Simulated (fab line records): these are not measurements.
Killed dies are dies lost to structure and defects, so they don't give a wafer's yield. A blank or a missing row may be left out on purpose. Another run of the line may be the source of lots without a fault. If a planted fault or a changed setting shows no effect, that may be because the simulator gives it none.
Matching of chambers / flow sky130 / SKY_FIELD_ISO_ETCH_17 on rie-si-01: 4 sister chambers
The step etches Si in HBr/Cl2/O2, target depth 342 nm, time 97.7 s. 8 wafers are shown with their chamber, then 8 later ones without.

== WAFERS, EACH WITH ITS CHAMBER ==
wafer=L353.5; chamber=3; drypump-motor-current-A (A)=5.9; oes-product-au (a.u.)=0.993
wafer=L359.2; chamber=3; drypump-motor-current-A (A)=5.9; oes-product-au (a.u.)=0.996
wafer=L359.3; chamber=2; drypump-motor-current-A (A)=4.8; oes-product-au (a.u.)=1.005
wafer=L359.6; chamber=0; drypump-motor-current-A (A)=5.7; oes-product-au (a.u.)=0.983
wafer=L361.2; chamber=1; drypump-motor-current-A (A)=5.6; oes-product-au (a.u.)=1.010
wafer=L361.4; chamber=0; drypump-motor-current-A (A)=5.7; oes-product-au (a.u.)=0.985
wafer=L361.5; chamber=2; drypump-motor-current-A (A)=4.9; oes-product-au (a.u.)=1.006
wafer=L362.1; chamber=1; drypump-motor-current-A (A)=5.6; oes-product-au (a.u.)=0.996

== WAFERS WITHOUT THEIR CHAMBER ==
wafer=L362.3; drypump-motor-current-A (A)=4.9; oes-product-au (a.u.)=0.999
wafer=L362.4; drypump-motor-current-A (A)=5.9; oes-product-au (a.u.)=0.994
wafer=L364.1; drypump-motor-current-A (A)=5.9; oes-product-au (a.u.)=0.985
wafer=L364.4; drypump-motor-current-A (A)=5.6; oes-product-au (a.u.)=1.004
wafer=L364.6; drypump-motor-current-A (A)=5.6; oes-product-au (a.u.)=0.997
wafer=L366.2; drypump-motor-current-A (A)=5.7; oes-product-au (a.u.)=0.994
wafer=L366.3; drypump-motor-current-A (A)=5.6; oes-product-au (a.u.)=1.009
wafer=L366.4; drypump-motor-current-A (A)=4.9; oes-product-au (a.u.)=1.005

== WHICH CHAMBER EACH WENT THROUGH ==
wafer=L362.3; from the rows above=2; in truth=2
wafer=L362.4; from the rows above=3; in truth=3
wafer=L364.1; from the rows above=3; in truth=3
wafer=L364.4; from the rows above=1; in truth=1
wafer=L364.6; from the rows above=1; in truth=1
wafer=L366.2; from the rows above=can't be placed: 0 or 1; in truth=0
wafer=L366.3; from the rows above=1; in truth=1
wafer=L366.4; from the rows above=2; in truth=2
Correct placement for 7 of the 8. From these rows, 1 cannot be placed; in 1 the true chamber is one of the candidates. Placed wrongly: 0.
How it was worked out, from the rows above alone: a wafer's distance from a chamber is the root of the sum, over the readings, of the square of ((its reading less the chamber's mean) divided by the reading's scatter). The wafer belongs to the nearest chamber; if the next one is less than 2 further off, it can't be placed. For every chamber, the mean is computed from those of its wafers that are shown. The scatter is the square root of a quotient: the sum, over the shown wafers, of each reading's squared deviation from its chamber's mean, divided by wafers minus chambers.
